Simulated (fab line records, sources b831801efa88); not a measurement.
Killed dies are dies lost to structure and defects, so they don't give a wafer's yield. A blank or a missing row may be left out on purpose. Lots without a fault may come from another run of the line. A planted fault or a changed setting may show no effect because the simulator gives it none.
Which tool did it? | flow sky130 | 11 lots, 33 wafers sampled, at 2 steps of a route of 708

WHAT THE GAUGES READ, wafer by wafer
SKY_METAL5_RS_MEAS_05: measures by four-point-probe.
lot  | measured     | on            | METAL5_ALCU_RS (ohm/sq)
L523 | day 43 09:58 | film_metro-02 | 0.02724 0.02699 0.02708
L524 | day 43 12:45 | film_metro-03 | 0.02721 0.02706 0.02698
L527 | day 44 08:29 | film_metro-02 | 0.02705 0.02682 0.02694
L525 | day 44 10:32 | film_metro-04 | 0.02696 0.02691 0.02696
L528 | day 45 14:14 | film_metro-03 | 0.02671 0.02726 0.02685
L536 | day 47 00:48 | film_metro-02 | 0.02961 0.02985 0.02965 0.02958 0.02982 0.02969
L538 | day 47 12:23 | film_metro-02 | 0.02988 0.02971 0.02986 0.02997 0.02972 0.02985
L539 | day 47 13:19 | film_metro-02 | 0.02984 0.0293 0.02989 0.02978 0.02929 0.02995
L540 | day 47 17:18 | film_metro-02 | 0.02708 0.02683 0.02718
L542 | day 48 06:04 | film_metro-03 | 0.02752 0.02729 0.02723
L543 | day 48 11:37 | film_metro-04 | 0.02705 0.02703 0.02705

WHICH TOOL RAN EACH LOT (tool, then ch and the chambers of the sampled wafers, then the start)
lot  | SKY_METAL5_SPUTTER_02
L523 | pvd_sputter-01, day 43 09:51
L524 | pvd_sputter-04, day 43 12:35
L527 | pvd_sputter-04, day 44 08:22
L525 | pvd_sputter-04, day 44 10:25
L528 | pvd_sputter-02, day 45 14:07
L536 | pvd_sputter-04, day 47 00:38
L538 | pvd_sputter-04, day 47 12:15
L539 | pvd_sputter-04, day 47 13:12
L540 | pvd_sputter-02, day 47 17:08
L542 | pvd_sputter-02, day 48 05:57
L543 | pvd_sputter-02, day 48 11:28
- SKY_METAL5_SPUTTER_02: material AlCu, target thk 1150 nm, time 61.2 s.

THE ANSWER, worked out from the rows above alone
Rule: what is usual is taken from the lots themselves. Put in order of their means at a reading, lots are off if they are a third of the lots or fewer, leave a main group of 4 or more, and stand apart from it by a gap of 3 or more times the standard deviation of the main group's means; of several such gaps the widest counts. A main group whose means are all the same, to the digits that the tables above print for the reading, isn't used. A lot without any number at a reading at which 4 lots or more have one is off too. The other lots that the step has rows for count as sound.
Off: L536, L538, L539, at SKY_METAL5_RS_MEAS_05 (METAL5_ALCU_RS). The main group: mean 0.02705 ohm/sq, standard deviation 0.00013.
A tool fits if, at a process step before that reading, it ran every lot that is off, and no sound lot after the first of them. The gauges at SKY_METAL5_RS_MEAS_05 are tried like those tools. One fits: pvd_sputter-04 at SKY_METAL5_SPUTTER_02. Its last sound lot is L525 (day 44 10:25), its first lot that is off L536 (day 47 00:38): a fault that began between those two fits.

WHAT THE SIMULATOR HAD PUT IN
Process parameter drift: pvd_sputter-04, from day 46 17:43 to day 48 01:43, at SKY_METAL5_SPUTTER_02. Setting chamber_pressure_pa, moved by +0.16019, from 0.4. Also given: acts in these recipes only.
Lots struck among those shown: L536, L538, L539. The rule above found the same.
